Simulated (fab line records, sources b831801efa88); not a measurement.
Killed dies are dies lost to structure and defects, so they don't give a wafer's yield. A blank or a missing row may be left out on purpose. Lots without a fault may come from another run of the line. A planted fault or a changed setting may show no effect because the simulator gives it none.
A struck lot beside a sound one | flow sky130 | 14 steps out of a route of 708
Sound: wafers L825.2, L825.4, L825.6. Struck: wafers L837.3, L837.6. (L837.4 of the same lot was not struck and is left out.) The cause comes at the end.
At each step with rows: each side's tool, then ch and its chambers, then its first start. Under that, the readings that differ: sound wafers | struck wafers | difference of the means | sigmas: that difference in standard deviations of wafers without a fault.
alike: readings whose means differ by less than 2 such deviations, and words and numbers that are the same on both sides. not compared: withheld readings, readings that some wafer has no value for, bounds like >300 that may hide the same value, and numbers for which the record gives no deviation and whose values overlap.
The two part at a step that has a row with sigmas, a row that says differs or no value, or rows on one side only. Numbers that don't overlap but have no deviation are shown without sigmas and don't part them. A reading that every wafer of one side lacks parts them only if that side has two wafers or more.

SKY_VIA1_CD_MEAS_12: target cd 150 nm.
  sound on cd_sem-02, day 34 05:31; struck on cd_sem-01, day 37 23:35
  alike: cd_nm
SKY_VIA1_OVL_MEAS_13:
  sound on overlay-01, day 34 05:38; struck on overlay-02, day 37 23:41
  alike: VIA1_OVL
SKY_VIA1_ETCH_14: etches BARC in N2/H2, stops on SiO2, time 45.9 s, target depth 60 nm.
  sound on rie_diel-02 ch 0,3, day 34 05:40; struck on rie_diel-01 ch 2, day 37 23:43
  alike: drypump_motor_current_A, oes_product_au, throttle_valve_pct
  not compared: rf_hours_counter_h
SKY_VIA1_ETCH_15: etches SiO2 in C4F8/O2/Ar, stops on TiN, target depth 351 nm, time 54 s.
  sound on rie_diel-02 ch 0,3, day 34 05:42; struck on rie_diel-01 ch 2, day 37 23:45
  reading               | sound             | struck      | difference | sigmas
  oes_product_au (a.u.) | 0.987 0.989 0.979 | 0.968 0.967 | -0.017     | -2
  not compared: rf_hours_counter_h
SKY_VIA1_STRIP_16: strips in O2/N2.
  sound on plasma_asher-04 ch 0,1, day 34 05:45; struck on plasma_asher-03 ch 0,1, day 37 23:50
  alike: drypump_motor_current_A, oes_product_au, strip_time_to_endpoint_s
  not compared: rf_hours_counter_h
then, 4 steps without rows for these wafers: SKY_VIA1_STRIP_17 (strips in post etch residue remover, time 1200 s); SKY_VIA1_CLEAN_18 (cleans in IPA, time 180 s); SKY_VIA1_CLEAN_19 (cleans in O3/DIW); SKY_VIA1_SPUTTER_20 (material TiN, target thk 20 nm, time 80 s).
SKY_VIA1_CVD_21: deposits W, target thk 270 nm, time 80.902 s.
  sound on cvd_w-01 ch 1, day 34 06:26; struck on cvd_w-02 ch 0, day 38 00:29
  reading            | sound       | struck    | difference | sigmas
  heater_power_w (W) | 817 809 813 | 1016 1034 | +212       | +3
  alike: chamber_pressure_Torr, heater_power_outer_w
SKY_VIA1_RS_MEAS_22: measures by four-point-probe.
  sound on film_metro-04, day 34 06:33; struck on film_metro-04, day 38 00:35
  reading            | sound             | struck      | difference | sigmas
  VIA1_W_RS (ohm/sq) | 0.423 0.424 0.428 | 0.437 0.435 | +0.011     | +2
SKY_VIA1_THK_MEAS_23: measures by xrf.
  sound on film_metro-04, day 34 06:40; struck on film_metro-04, day 38 00:41
  alike: VIA1_W_THK
SKY_VIA1_CMP_24: polishes, stops on SiO2, t overpolish 15 s, target thk 0 nm.
  sound on cmp-02 ch 0,2,3, day 34 06:43; struck on cmp-02 ch 0,1, day 38 00:43
  reading                | sound                | struck      | difference | sigmas
  overpolish_run_s (s)   | 15.015 15.010 15.009 | 0.044 0.049 | -14.965    | -99 or more
  time_to_endpoint_s (s) | 64 71 63             | 102 102     | +36        | +10
  alike: motor_current_A
SKY_METAL2_SPUTTER_00: material Ti, target thk 15 nm, time 10 s.
  the record has rows for the sound wafers here (pvd_sputter-04, day 34 07:01) and none for the struck ones

WHERE THEY PART
First at SKY_VIA1_ETCH_15; last, within this record, at SKY_METAL2_SPUTTER_00.

WHY: what the simulator had put in
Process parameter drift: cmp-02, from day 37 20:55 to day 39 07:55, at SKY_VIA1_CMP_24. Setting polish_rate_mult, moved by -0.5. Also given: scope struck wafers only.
